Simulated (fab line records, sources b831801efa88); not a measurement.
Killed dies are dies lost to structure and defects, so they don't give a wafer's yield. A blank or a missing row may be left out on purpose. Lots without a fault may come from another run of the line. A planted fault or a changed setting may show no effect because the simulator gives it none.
One fault seen from 2 desks | flow gf180mcu | each desk has only its own numbers; what lay behind them comes last

THE TOOL OWNER'S DESK: litho_track-01
The tool's own readings at GF_MVSD_COAT_02 (resist thk 3000 nm): means of the sampled wafers that have a number, for each lot that ran on this tool. A lot is out of limits, marked OUT, if its mean lies more than 4 standard deviations from the usual mean; the brackets give that distance.
Columns: A = dispense_pressure_kPa at GF_MVSD_COAT_02, usual 53 kPa
lot  | first seen here | A
L372 | day 4 11:15     | 55
L374 | day 4 19:07     | 55
L375 | day 5 03:34     | 55
L379 | day 5 22:49     | 55
L381 | day 6 12:49     | 55
L394 | day 9 19:55     | 55
This desk's finding: nothing out of limits on any of the 6 lots.

THE METROLOGY DESK
What the gauges read, lot by lot, whatever tool the lot ran on: means of the sampled wafers that have a number. A lot is out of limits, marked OUT, if its mean lies more than 4 standard deviations from the usual mean; the brackets give that distance.
Columns: A = cd_nm at GF_M3_CD_MEAS_14, usual 280.2 nm
lot  | first seen here | A
L372 | day 21 14:22    | 278.5
L373 | day 21 16:53    | 279.9
L374 | day 22 03:41    | 280.4
L375 | day 22 15:59    | 278.9
L376 | day 23 01:50    | 279.4
L379 | day 23 23:05    | 279.1
L381 | day 24 20:17    | 279.5
L385 | day 26 08:10    | 280.1
L386 | day 26 18:05    | 280.7
L387 | day 27 08:10    | 279.6
L391 | day 28 05:49    | 280.4
L394 | day 29 00:26    | 278.7
This desk's finding: nothing out of limits on any of the 12 lots.

PUT TOGETHER
The tool owner's desk saw nothing out of limits.
The metrology desk saw nothing out of limits.

WHAT THE SIMULATOR HAD PUT IN
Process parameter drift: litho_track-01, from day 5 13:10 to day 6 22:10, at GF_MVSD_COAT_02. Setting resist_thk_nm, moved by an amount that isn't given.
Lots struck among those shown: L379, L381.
